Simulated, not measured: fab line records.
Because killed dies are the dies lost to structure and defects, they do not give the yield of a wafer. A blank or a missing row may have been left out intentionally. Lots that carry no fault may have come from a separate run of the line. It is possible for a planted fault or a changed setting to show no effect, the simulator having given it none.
Which of the tools did it?    flow gf180mcu    14 lots (42 wafers sampled), 1 step of a 602-step route

WHAT THE GAUGES READ, wafer by wafer
GF_STI_THK_MEAS_30. Usual: STI_OXIDATION_02_THK typically reads 9.99 nm, with standard deviation 0.18.
lot   measured     on             STI_OXIDATION_02_THK (nm)  flag
L270  day 2 23:36  film-metro-01  10.07 9.97 9.93            
L271  day 3 03:17  film-metro-02  10.13 10.13 9.97           
L273  day 3 15:07  film-metro-02  9.73 9.80 9.77             
L276  day 4 04:25  film-metro-01  10.24 10.31 10.40          
L281  day 5 05:49  film-metro-01  10.11 10.02 10.00          
L282  day 5 10:10  film-metro-01  10.02 10.05 9.92           
L283  day 5 16:36  film-metro-03  9.80 9.90 9.84             
L284  day 5 21:56  film-metro-01  10.21 10.36 10.25          
L285  day 6 02:04  film-metro-01  10.05 9.90 10.00           
L286  day 6 07:49  film-metro-01  9.99 9.96 9.92             
L287  day 6 15:09  film-metro-01  9.71 9.77 9.92             
L288  day 6 17:55  film-metro-02  9.85 9.80 9.91             
L289  day 6 23:56  film-metro-01  9.85 9.80 9.80             
L290  day 7 05:35  film-metro-01  10.13 10.03 10.08          

WHAT TOOL EACH LOT RAN ON (gives the tool, then ch and the chambers of the sampled wafers, and finally the start)
The record shows no process step preceding these readings.

AS READ BY THE TOOLS THEMSELVES (means over the sampled wafers that have a number; for cases with no such wafer, the mark the record gives instead)
The record holds no such reading with a usual standard deviation.

THE ANSWER, worked out from the rows above alone
Rule: a lot is off if the mean of its wafers that have a number lies more than 3 standard deviations from the usual mean. Also off: a lot with no number at a reading for which 4 or more lots have one. All remaining lots with rows at the step are treated as sound. After the gauges, taken in route order, come the tools' own readings; for these a lot's mean is taken, as printed above. At the first step where some lot is off, the reading lying furthest off is the one used; lots without a number count as furthest.
No lot is off on any of the readings shown, so nothing can be concluded from this.

WHAT THE SIMULATOR HAD PUT IN
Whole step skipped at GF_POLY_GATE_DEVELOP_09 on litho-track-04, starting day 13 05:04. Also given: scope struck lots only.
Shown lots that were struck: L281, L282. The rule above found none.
